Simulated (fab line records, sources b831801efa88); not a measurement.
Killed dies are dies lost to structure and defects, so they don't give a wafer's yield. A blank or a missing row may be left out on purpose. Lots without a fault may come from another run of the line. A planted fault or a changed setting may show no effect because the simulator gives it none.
fab line records | flow sky130
record lots=14 wafers=42 last_day=50
route steps=708 shown METAL2@503 PAD_OPEN@708
lots that met no fault: from a run of the same line without faults
start_h: hours from the record's first day to the start of the lot's first wafer shown | wait_h: hours since the lot's step before | " the same as in the row above | L1.1+2: a row that stands for several wafers | - no value, or no start given | * or withheld: withheld | < > ~ a bound
route shown NAME@n: a module of which the file shows steps, and the number in the route of the first | usual: mean/standard deviation of fault-free wafers | same: alike in all rows | chamber/n: place in a boat | sites: the reading at each site | _std_site: their standard deviation | _edge_site: outer sites' mean less inner sites' | radius_mm: how far each site lies from the wafer's centre | mask NAME#n: copy n | behind: the tool/chamber that last shaped the wafer | hold: why the lot was held/for how many hours/how that ended | device: the transistor (n, p or np) that didn't switch | end of line: the same wafers' tests at the end of the route | a step without rows: its recipe alone | killed: dies lost to structure and defects at the first sort, not the wafer's yield | map: a wafer's dies, x killed, . not, _ none there
set.NAME: the setting as run; set.NAME@STEP: as run at that earlier step | model.NAME: the simulator's own value behind a step, which no gauge read
steps of the route over a sample of lots; a table a step, a row a wafer
services: from which hour (start_h, from the record's first day; less than 0 if before it) a tool's chamber was out of use, for how many hours, and why
## steps
# step SKY_METAL2_STRIP_20
# recipe chemistry=O2/N2 power_w=1400 pressure_mtorr=1500 platen_temp_c=withheld o2_flow_sccm=3000 n2_flow_sccm=300 overash_fraction=0.5
# usual drypump_motor_current_A=5.7/0.51 o2_flow_sccm=3001/7.5 oes_product_au=0.342/0.0049 overash_fraction=0.5/0 strip_time_to_endpoint_s=2.70/0.033
# columns lot.wafer tool chamber start_h wait_h drypump_motor_current_A o2_flow_sccm oes_product_au overash_fraction rf_hours_counter_h strip_time_to_endpoint_s
L740.1 plasma_asher-01 0 823.13 0.1 5.7 2998 0.336 0.5 71 2.70
L740.3 " 0 " " 5.7 2996 0.345 0.5 - 2.72
L740.6 " 1 " " 6.5 3001 0.344 0.5 - 2.71
L741.1 plasma_asher-04 1 829.63 0.1 5.2 2996 0.350 0.5 101 2.72
L741.3 " 0 " " 6.3 2995 0.349 0.5 - 2.65
L741.6 " 0 " " 6.3 3006 0.354 0.5 - 2.69
L742.1 plasma_asher-04 1 830.59 0.1 5.2 2991 0.339 0.5 101 2.65
L742.5 " 0 " " 6.3 3008 0.343 0.5 - 2.76
L742.6 " 1 " " 5.2 2986 0.339 0.5 - 2.67
L745.1 plasma_asher-01 1 875.93 0.1 6.5 3012 0.351 0.5 76 2.70
L745.4 " 0 " " 5.7 3004 0.346 0.5 - 2.78
L745.5 " 0 " " 5.7 3004 0.342 0.5 - 2.75
L746.1 plasma_asher-02 1 878.68 0.1 5.6 2997 0.348 0.5 42 2.75
L746.2 " 0 " " 5.2 2997 0.346 0.5 42 2.68
L746.3 " 1 " " 5.6 3012 0.352 0.5 - 2.74
L747.2 plasma_asher-02 0 883.20 0.1 5.2 3000 0.341 0.5 43 2.73
L747.5 " 1 " " 5.5 3014 0.336 0.5 - 2.73
L747.6 " 0 " " 5.2 2993 0.340 0.5 - 2.71
L748.2 plasma_asher-02 0 888.24 0.1 5.2 3010 0.342 0.7 43 2.70
L748.4 " 1 " " 5.5 3010 0.347 0.5 - 2.73
L748.5 " 0 " " 5.2 3002 0.336 0.7 - 2.74
L749.1 plasma_asher-01 1 895.88 0.1 6.5 3013 0.344 0.5 78 2.68
L749.2 " 0 " " 5.7 2998 0.340 0.5 78 2.73
L749.5 " 1 " " 6.5 3005 0.338 0.5 - 2.72
L750.1 plasma_asher-04 1 899.80 0.1 5.2 3002 0.345 0.5 107 2.72
L750.2 " 0 " " 6.3 3006 0.341 0.5 107 2.71
L750.3 " 1 " " 5.2 3008 0.344 0.5 - 2.69
L752.2 plasma_asher-02 1 914.55 0.1 5.5 3001 0.345 0.5 46 2.70
L752.3 " 0 " " 5.2 3004 0.337 0.7 - 2.67
L752.5 " 1 " " 5.5 2993 0.345 0.5 - 2.64
L757.1 plasma_asher-04 0 946.30 0.1 6.3 2999 0.348 0.5 112 2.69
L757.4 " 0 " " 6.2 2991 0.344 0.5 - 2.70
L757.5 " 1 " " 5.2 2994 0.343 0.5 - 2.70
L759.1 plasma_asher-01 0 964.28 0.1 5.7 3007 0.346 0.5 84 2.69
L759.2 " 1 " " 6.5 3002 0.343 0.5 84 2.69
L759.6 " 0 " " 5.7 2995 0.348 0.5 - 2.73
L761.2 plasma_asher-02 1 975.13 0.1 5.5 3005 0.351 0.5 51 2.71
L761.3 " 1 " " 5.5 3017 0.339 0.5 - 2.74
L761.6 " 0 " " 5.2 2996 0.344 0.5 - 2.72
L762.2 plasma_asher-04 0 984.10 0.1 6.3 3021 0.337 0.5 116 2.73
L762.3 " 1 " " 5.2 3009 0.337 0.5 - 2.72
L762.5 " 0 " " 6.3 2993 0.345 0.5 - 2.73
# step SKY_PAD_OPEN_PROBE_99
# usual defect_limited_yield=82.5/1.9 killed_at_M0_to_M3=44/6.4 killed_at_M4_up=3.4/2.1 killed_at_contacts=23/5 killed_at_front_end=15/4.5 killed_at_other=0.3/0.54 killed_dies=86/9.5 killed_on_rim=17/3.9 killed_open=48/6.9 killed_short=38/5.9 sort_bin_3_pad_short=0.8/0.44 sort_bin_5_function=10.5/1.6 sort_bin_6_memory=6.1/1.1 sort_n_pass=406/9.5 sort_yield_pct=82.5/1.9
# same gross_dies=492 killed_at_back_side=0 sort_bin_4_leakage[%]=0 sort_bin_8_speed[%]=0
# columns lot.wafer tool chamber start_h wait_h defect_limited_yield[%] killed_at_M0_to_M3 killed_at_M4_up killed_at_contacts killed_at_front_end killed_at_other killed_dies killed_on_rim killed_open killed_short sort_bin_3_pad_short[%] sort_bin_5_function[%] sort_bin_6_memory[%] sort_n_pass sort_yield_pct[%]
L740.1 prober-02 - 1078.48 0.1 83.7 39 1 17 23 0 80 26 40 40 0.6 7.5 8.1 412 83.7
L740.3 prober-02 - 1078.58 0.2 80.3 49 5 29 14 0 97 21 54 43 1.0 12.4 6.3 395 80.3
L740.6 prober-02 - 1078.73 0.2 82.3 43 9 25 9 1 87 14 45 42 1.0 11.8 4.9 405 82.3
L742.1 prober-01 - 1083.81 0.1 84.3 46 1 14 16 0 77 16 43 33 1.6 8.1 5.9 415 84.3
L742.5 prober-01 - 1084.01 0.2 84.6 44 1 20 11 0 76 16 40 35 0.2 11.2 4.1 416 84.6
L742.6 prober-01 - 1084.06 0.2 85.8 32 4 24 10 0 70 10 38 31 0.6 8.7 4.9 422 85.8
L741.1 prober-02 - 1084.11 0.1 81.7 45 6 27 12 0 90 17 49 41 0.2 10.4 7.7 402 81.7
L741.3 prober-02 - 1084.21 0.2 82.9 39 3 21 20 1 84 19 44 40 0.4 12.0 4.7 408 82.9
L741.6 prober-02 - 1084.36 0.2 81.9 44 3 30 12 0 89 19 46 43 1.4 10.4 6.3 403 81.9
L745.1 prober-02 - 1115.89 0.1 79.9 57 3 18 20 1 99 18 47 52 1.2 13.2 5.7 393 79.9
L745.4 prober-02 - 1116.04 0.2 83.1 44 5 22 12 0 83 17 45 38 0.8 9.8 6.3 409 83.1
L745.5 prober-02 - 1116.09 0.2 78.5 56 4 29 16 1 106 21 50 56 1.2 12.6 7.7 386 78.5
L746.1 prober-01 - 1119.45 0.1 83.3 42 6 24 10 0 82 16 40 42 1.0 8.7 6.9 410 83.3
L746.2 prober-01 - 1119.50 0.1 83.9 37 3 23 16 0 79 13 49 28 1.0 10.4 4.7 413 83.9
L746.3 prober-01 - 1119.55 0.2 82.3 42 1 28 15 1 87 15 49 38 0.4 12.4 4.9 405 82.3
L747.2 prober-01 - 1122.20 0.1 81.7 48 2 22 17 1 90 11 46 44 1.4 12.2 4.7 402 81.7
L747.5 prober-01 - 1122.35 0.2 83.3 40 1 29 12 0 82 16 39 43 3.0 8.7 4.9 410 83.3
L747.6 prober-01 - 1122.40 0.2 84.6 47 3 20 6 0 76 18 40 36 0 8.9 6.5 416 84.6
L748.2 prober-02 - 1126.78 0.1 83.7 38 2 23 17 0 80 14 39 41 1.6 7.1 7.5 412 83.7
L748.4 prober-02 - 1126.88 0.2 82.5 41 0 29 16 0 86 21 57 29 0.6 11.2 5.7 406 82.5
L748.5 prober-02 - 1126.93 0.2 85.4 36 2 26 8 0 72 18 41 31 0.8 7.7 6.1 420 85.4
L749.1 prober-01 - 1133.42 0.1 79.7 51 7 25 17 0 100 21 63 37 0.4 10.8 9.1 392 79.7
L749.2 prober-01 - 1133.47 0.1 79.3 50 7 20 24 1 102 22 50 48 1.6 12.8 6.3 390 79.3
L749.5 prober-01 - 1133.62 0.2 82.5 43 4 18 21 0 86 21 43 42 0.8 11.6 5.1 406 82.5
L750.1 prober-02 - 1134.41 0.1 84.8 36 11 16 12 0 75 13 43 32 0.6 9.1 5.5 417 84.8
L750.2 prober-02 - 1134.46 0.1 84.8 45 2 14 14 0 75 14 42 33 1.0 9.3 4.9 417 84.8
L750.3 prober-02 - 1134.51 0.2 82.9 45 5 20 14 0 84 20 48 35 0.6 9.6 6.9 408 82.9
L752.2 prober-02 - 1147.63 0.1 83.3 47 5 23 7 0 82 15 52 30 1.2 10.2 5.3 410 83.3
L752.3 prober-02 - 1147.68 0.2 78.9 50 4 24 26 0 104 23 59 44 1.6 12.2 7.3 388 78.9
L752.5 prober-02 - 1147.78 0.2 79.9 51 6 28 14 0 99 23 59 38 1.0 13.8 5.3 393 79.9
L757.1 prober-01 - 1169.70 0.1 81.1 46 1 29 17 0 93 21 55 38 1.0 12.0 5.9 399 81.1
L757.4 prober-01 - 1169.85 0.2 80.3 53 6 23 14 1 97 20 54 42 0.6 13.6 5.5 395 80.3
L757.5 prober-01 - 1169.90 0.2 84.8 34 6 19 16 0 75 15 41 33 0.4 7.9 6.9 417 84.8
L759.1 prober-01 - 1182.29 0.1 82.9 43 3 26 12 0 84 14 44 40 1.2 9.1 6.7 408 82.9
L759.2 prober-01 - 1182.34 0.1 80.3 40 5 35 16 1 97 13 59 38 0.8 11.8 7.1 395 80.3
L759.6 prober-01 - 1182.54 0.2 83.5 35 3 25 18 0 81 11 49 32 1.6 10.0 4.9 411 83.5
L761.2 prober-01 - 1190.10 0.1 82.3 40 4 20 23 0 87 20 53 34 0.8 11.8 5.1 405 82.3
L761.3 prober-01 - 1190.15 0.2 82.7 47 1 20 16 1 85 16 52 33 0.6 11.6 5.1 407 82.7
L761.6 prober-01 - 1190.30 0.2 85.8 37 2 21 10 0 70 9 31 38 0.4 8.7 5.1 422 85.8
L762.2 prober-02 - 1196.46 0.1 82.7 52 3 16 14 0 85 16 50 35 0.8 10.0 6.5 407 82.7
L762.3 prober-02 - 1196.51 0.2 82.9 42 3 26 13 0 84 22 50 33 0.2 10.4 6.5 408 82.9
L762.5 prober-02 - 1196.61 0.2 83.5 35 5 22 19 0 81 19 42 39 1.0 11.2 4.3 411 83.5
# killed by level:class
L740.1 VIA1:geometric_particle:open=8 VIA3:geometric_particle:short=7 POLY_GATE:geometric_particle:open=6 LI_CONTACT:geometric_particle:open=6 CONTACT:geometric_particle:open=6 VIA3:geometric_particle:open=6 METAL2:geometric_particle:short=5 FIELD_ISO:geometric_particle:short=4
L740.3 CONTACT:geometric_particle:open=10 VIA1:geometric_particle:open=9 VIA2:geometric_particle:open=8 LI_CONTACT:geometric_particle:open=6 CONTACT:geometric_particle:short=6 VIA1:geometric_particle:short=6 METAL2:geometric_particle:short=6 POLY_GATE:geometric_particle:open=5
L740.6 VIA1:geometric_particle:open=13 METAL4:geometric_particle:short=9 VIA3:geometric_particle:open=8 LI_CONTACT:geometric_particle:open=6 CONTACT:geometric_particle:open=6 POLY_GATE:geometric_particle:short=5 LI_CONTACT:geometric_particle:short=5 VIA3:geometric_particle:short=5
L742.1 VIA1:geometric_particle:open=11 CONTACT:geometric_particle:open=8 FIELD_ISO:geometric_particle:open=7 METAL1:geometric_particle:short=7 METAL2:geometric_particle:short=7 VIA1:geometric_particle:short=5 VIA3:geometric_particle:open=4 VIA2:geometric_particle:open=4
L742.5 VIA1:geometric_particle:open=12 LOCAL_INTERCONNECT:geometric_particle:short=8 METAL3:geometric_particle:short=5 VIA3:geometric_particle:open=5 METAL1:geometric_particle:short=4 FIELD_ISO:geometric_particle:open=3 LI_CONTACT:geometric_particle:open=3 LOCAL_INTERCONNECT:geometric_particle:open=3
L742.6 CONTACT:geometric_particle:open=9 VIA1:geometric_particle:open=9 LI_CONTACT:geometric_particle:open=6 METAL2:geometric_particle:short=6 METAL1:geometric_particle:short=5 LOCAL_INTERCONNECT:geometric_particle:short=4 VIA3:geometric_particle:open=4 LOCAL_INTERCONNECT:geometric_particle:open=3
L741.1 VIA1:geometric_particle:open=10 VIA3:geometric_particle:open=9 LI_CONTACT:geometric_particle:open=8 VIA2:geometric_particle:open=7 FIELD_ISO:geometric_particle:open=6 METAL4:geometric_particle:short=6 CONTACT:geometric_particle:open=5 CONTACT:geometric_particle:short=5
L741.3 VIA1:geometric_particle:open=10 VIA2:geometric_particle:open=9 CONTACT:geometric_particle:open=6 METAL2:geometric_particle:short=6 FIELD_ISO:geometric_particle:short=5 POLY_GATE:geometric_particle:short=5 CONTACT:geometric_particle:short=5 LI_CONTACT:geometric_particle:open=4
L741.6 VIA1:geometric_particle:open=12 LI_CONTACT:geometric_particle:open=10 CONTACT:geometric_particle:open=8 VIA2:geometric_particle:open=6 VIA1:geometric_particle:short=5 FIELD_ISO:geometric_particle:short=4 LI_CONTACT:geometric_particle:short=4 LOCAL_INTERCONNECT:geometric_particle:short=4
L745.1 CONTACT:geometric_particle:open=9 VIA1:geometric_particle:open=8 VIA3:geometric_particle:open=8 VIA1:geometric_particle:short=7 VIA2:geometric_particle:open=7 METAL2:geometric_particle:short=7 FIELD_ISO:geometric_particle:short=6 METAL1:geometric_particle:short=6
L745.4 VIA1:geometric_particle:open=14 CONTACT:geometric_particle:open=8 METAL2:geometric_particle:short=7 VIA3:geometric_particle:open=6 VIA1:geometric_particle:short=6 LI_CONTACT:geometric_particle:open=5 CONTACT:geometric_particle:short=5 FIELD_ISO:geometric_particle:open=4
L745.5 LI_CONTACT:geometric_particle:open=9 METAL2:geometric_particle:short=9 VIA2:geometric_particle:open=9 VIA1:geometric_particle:open=8 POLY_GATE:geometric_particle:short=7 METAL1:geometric_particle:short=7 CONTACT:geometric_particle:short=7 METAL2:geometric_particle:open=6
L746.1 VIA1:geometric_particle:open=14 LI_CONTACT:geometric_particle:open=7 CONTACT:geometric_particle:open=6 METAL4:geometric_particle:short=6 LOCAL_INTERCONNECT:geometric_particle:short=5 CONTACT:geometric_particle:short=5 FIELD_ISO:geometric_particle:open=4 METAL2:geometric_particle:short=4
L746.2 CONTACT:geometric_particle:open=12 VIA1:geometric_particle:open=10 VIA2:geometric_particle:open=9 POLY_GATE:geometric_particle:short=4 POLY_GATE:geometric_particle:open=4 CONTACT:geometric_particle:short=4 VIA1:geometric_particle:short=4 FIELD_ISO:geometric_particle:open=3
L746.3 CONTACT:geometric_particle:open=11 VIA3:geometric_particle:open=10 VIA2:geometric_particle:open=7 FIELD_ISO:geometric_particle:open=6 METAL1:geometric_particle:short=6 VIA1:geometric_particle:open=6 LI_CONTACT:geometric_particle:open=5 LOCAL_INTERCONNECT:geometric_particle:short=5
L747.2 VIA1:geometric_particle:open=14 METAL2:geometric_particle:short=8 VIA3:geometric_particle:open=8 CONTACT:geometric_particle:short=7 CONTACT:geometric_particle:open=7 VIA1:geometric_particle:short=6 POLY_GATE:geometric_particle:open=5 FIELD_ISO:geometric_particle:short=3
L747.5 CONTACT:geometric_particle:open=8 LI_CONTACT:geometric_particle:open=7 LOCAL_INTERCONNECT:geometric_particle:short=6 VIA1:geometric_particle:open=6 VIA1:geometric_particle:short=5 VIA2:geometric_particle:open=5 LI_CONTACT:geometric_particle:short=5 METAL2:geometric_particle:short=5
L747.6 VIA1:geometric_particle:open=12 METAL2:geometric_particle:short=7 VIA2:geometric_particle:open=7 LOCAL_INTERCONNECT:geometric_particle:short=5 METAL1:geometric_particle:short=5 LI_CONTACT:geometric_particle:open=4 CONTACT:geometric_particle:open=4 CONTACT:geometric_particle:short=4
L748.2 VIA1:geometric_particle:open=9 LI_CONTACT:geometric_particle:short=8 LI_CONTACT:geometric_particle:open=6 VIA3:geometric_particle:open=6 FIELD_ISO:geometric_particle:open=5 METAL1:geometric_particle:short=5 VIA1:geometric_particle:short=5 CONTACT:geometric_particle:open=4
L748.4 VIA1:geometric_particle:open=11 LI_CONTACT:geometric_particle:open=10 CONTACT:geometric_particle:open=10 FIELD_ISO:geometric_particle:open=7 VIA2:geometric_particle:open=7 VIA3:geometric_particle:open=7 VIA1:geometric_particle:short=6 POLY_GATE:geometric_particle:short=4
L748.5 CONTACT:geometric_particle:open=10 VIA1:geometric_particle:open=9 LI_CONTACT:geometric_particle:open=6 METAL1:geometric_particle:short=6 METAL2:geometric_particle:short=5 VIA3:geometric_particle:open=5 CONTACT:geometric_particle:short=4 VIA2:geometric_particle:open=4
L749.1 VIA1:geometric_particle:open=19 LI_CONTACT:geometric_particle:open=9 METAL2:geometric_particle:short=7 CONTACT:geometric_particle:open=6 VIA3:geometric_particle:open=6 FIELD_ISO:geometric_particle:open=5 FIELD_ISO:geometric_particle:short=5 VIA2:geometric_particle:open=5
L749.2 VIA1:geometric_particle:open=13 VIA2:geometric_particle:open=8 FIELD_ISO:geometric_particle:short=7 LI_CONTACT:geometric_particle:open=6 CONTACT:geometric_particle:open=6 VIA3:geometric_particle:open=5 METAL4:geometric_particle:short=5 POLY_GATE:geometric_particle:short=4
L749.5 VIA1:geometric_particle:short=9 FIELD_ISO:geometric_particle:open=7 VIA1:geometric_particle:open=7 VIA2:geometric_particle:open=7 POLY_GATE:geometric_particle:short=5 CONTACT:geometric_particle:short=5 LI_CONTACT:geometric_particle:open=5 CONTACT:geometric_particle:open=5
L750.1 VIA1:geometric_particle:open=11 CONTACT:geometric_particle:open=9 METAL4:geometric_particle:short=8 VIA2:geometric_particle:open=6 FIELD_ISO:geometric_particle:short=3 POLY_GATE:geometric_particle:open=3 LI_CONTACT:geometric_particle:open=3 METAL1:geometric_particle:short=3
L750.2 VIA1:geometric_particle:open=10 VIA3:geometric_particle:open=9 METAL2:geometric_particle:short=8 CONTACT:geometric_particle:open=6 VIA1:geometric_particle:short=6 POLY_GATE:geometric_particle:open=5 VIA2:geometric_particle:open=5 FIELD_ISO:geometric_particle:short=3
L750.3 METAL2:geometric_particle:short=9 VIA3:geometric_particle:open=9 CONTACT:geometric_particle:open=7 VIA2:geometric_particle:open=6 LI_CONTACT:geometric_particle:open=5 LOCAL_INTERCONNECT:geometric_particle:short=5 VIA1:geometric_particle:open=5 METAL1:geometric_particle:short=4
L752.2 VIA1:geometric_particle:open=16 CONTACT:geometric_particle:open=8 LI_CONTACT:geometric_particle:open=6 VIA2:geometric_particle:open=6 VIA1:geometric_particle:short=5 VIA3:geometric_particle:open=5 FIELD_ISO:geometric_particle:open=4 LI_CONTACT:geometric_particle:short=3
L752.3 VIA1:geometric_particle:open=16 CONTACT:geometric_particle:open=12 FIELD_ISO:geometric_particle:short=9 CONTACT:geometric_particle:short=8 VIA1:geometric_particle:short=7 VIA3:geometric_particle:open=7 POLY_GATE:geometric_particle:short=6 VIA2:geometric_particle:open=5
L752.5 CONTACT:geometric_particle:open=15 VIA1:geometric_particle:open=15 VIA2:geometric_particle:open=10 METAL2:geometric_particle:short=6 METAL4:geometric_particle:short=5 METAL1:geometric_particle:short=4 LI_CONTACT:geometric_particle:open=3 LOCAL_INTERCONNECT:geometric_particle:short=3
L757.1 CONTACT:geometric_particle:open=14 VIA2:geometric_particle:open=10 VIA3:geometric_particle:open=7 VIA1:geometric_particle:open=7 CONTACT:geometric_particle:short=6 METAL1:geometric_particle:short=6 VIA2:geometric_particle:short=5 POLY_GATE:geometric_particle:open=4
L757.4 VIA1:geometric_particle:open=17 LI_CONTACT:geometric_particle:open=8 CONTACT:geometric_particle:open=8 VIA2:geometric_particle:open=6 METAL2:geometric_particle:short=6 FIELD_ISO:geometric_particle:short=5 VIA1:geometric_particle:short=5 METAL1:geometric_particle:short=5
L757.5 CONTACT:geometric_particle:open=7 METAL1:geometric_particle:short=7 METAL2:geometric_particle:short=7 FIELD_ISO:geometric_particle:open=6 LI_CONTACT:geometric_particle:open=6 VIA1:geometric_particle:open=5 METAL4:geometric_particle:short=5 VIA3:geometric_particle:open=4
L759.1 VIA1:geometric_particle:open=11 CONTACT:geometric_particle:open=10 LI_CONTACT:geometric_particle:open=7 METAL2:geometric_particle:short=7 VIA3:geometric_particle:open=6 FIELD_ISO:geometric_particle:short=5 CONTACT:geometric_particle:short=4 METAL1:geometric_particle:short=4
L759.2 CONTACT:geometric_particle:open=11 VIA2:geometric_particle:open=9 LI_CONTACT:geometric_particle:open=8 VIA1:geometric_particle:open=8 METAL2:geometric_particle:short=7 POLY_GATE:geometric_particle:short=6 LOCAL_INTERCONNECT:geometric_particle:open=6 VIA3:geometric_particle:open=5
L759.6 LI_CONTACT:geometric_particle:open=9 VIA1:geometric_particle:open=7 VIA2:geometric_particle:open=7 VIA3:geometric_particle:open=6 CONTACT:geometric_particle:short=6 CONTACT:geometric_particle:open=6 FIELD_ISO:geometric_particle:short=5 POLY_GATE:geometric_particle:open=4
L761.2 VIA1:geometric_particle:open=11 CONTACT:geometric_particle:open=8 VIA3:geometric_particle:open=8 FIELD_ISO:geometric_particle:open=5 POLY_GATE:geometric_particle:open=5 POLY_GATE:geometric_particle:short=5 LI_CONTACT:geometric_particle:open=5 CONTACT:geometric_particle:short=5
L761.3 VIA1:geometric_particle:open=13 CONTACT:geometric_particle:open=10 VIA1:geometric_particle:short=7 VIA2:geometric_particle:open=7 FIELD_ISO:geometric_particle:open=6 METAL1:geometric_particle:short=5 METAL2:geometric_particle:short=5 LI_CONTACT:geometric_particle:open=4
L761.6 METAL2:geometric_particle:short=10 CONTACT:geometric_particle:open=8 VIA1:geometric_particle:open=7 LOCAL_INTERCONNECT:geometric_particle:short=5 METAL1:geometric_particle:short=5 FIELD_ISO:geometric_particle:open=3 LI_CONTACT:geometric_particle:open=3 VIA1:geometric_particle:short=3
L762.2 VIA1:geometric_particle:open=16 LI_CONTACT:geometric_particle:open=8 POLY_GATE:geometric_particle:open=6 CONTACT:geometric_particle:open=6 METAL1:geometric_particle:short=6 METAL3:geometric_particle:short=6 METAL2:geometric_particle:short=5 VIA1:geometric_particle:short=4
L762.3 VIA1:geometric_particle:open=13 CONTACT:geometric_particle:open=11 VIA2:geometric_particle:open=7 LI_CONTACT:geometric_particle:open=6 FIELD_ISO:geometric_particle:open=5 POLY_GATE:geometric_particle:open=4 LOCAL_INTERCONNECT:geometric_particle:short=4 METAL1:geometric_particle:short=4
L762.5 VIA1:geometric_particle:open=9 CONTACT:geometric_particle:open=8 LI_CONTACT:geometric_particle:open=6 FIELD_ISO:geometric_particle:open=5 POLY_GATE:geometric_particle:open=5 VIA1:geometric_particle:short=5 METAL2:geometric_particle:short=5 METAL1:geometric_particle:short=4
## services
# columns tool chamber start_h hours kind
plasma_asher-02 - 817.29 14.6 pm
plasma_asher-04 - 849.05 2.3 repair
plasma_asher-04 - 861.03 1.9 repair
plasma_asher-01 - 925.21 3.6 repair
plasma_asher-04 - 941.53 2.4 repair
plasma_asher-01 - 945.77 7.7 repair
plasma_asher-02 - 963.70 4.3 repair
plasma_asher-04 - 976.68 2.8 pm
plasma_asher-02 - 977.03 2.0 repair
## key
first_sign step=SKY_METAL2_STRIP_20 reading=overash_fraction direction=up sigmas=99+ usual=0.5 struck=0.7
effect none on later readings
met_at SKY_METAL2_STRIP_20
struck_lots L748,L752
struck_wafers L748.2,L748.5,L752.3
onset_between 883.20 888.24
fault kind=process_parameter_drift tool=plasma_asher-02 chamber=0 onset_h=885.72 steps=SKY_METAL2_STRIP_20 channel=overash_fraction offset=0.2 shape=step end_h=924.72 acts_in=these_recipes_only stated=0.5
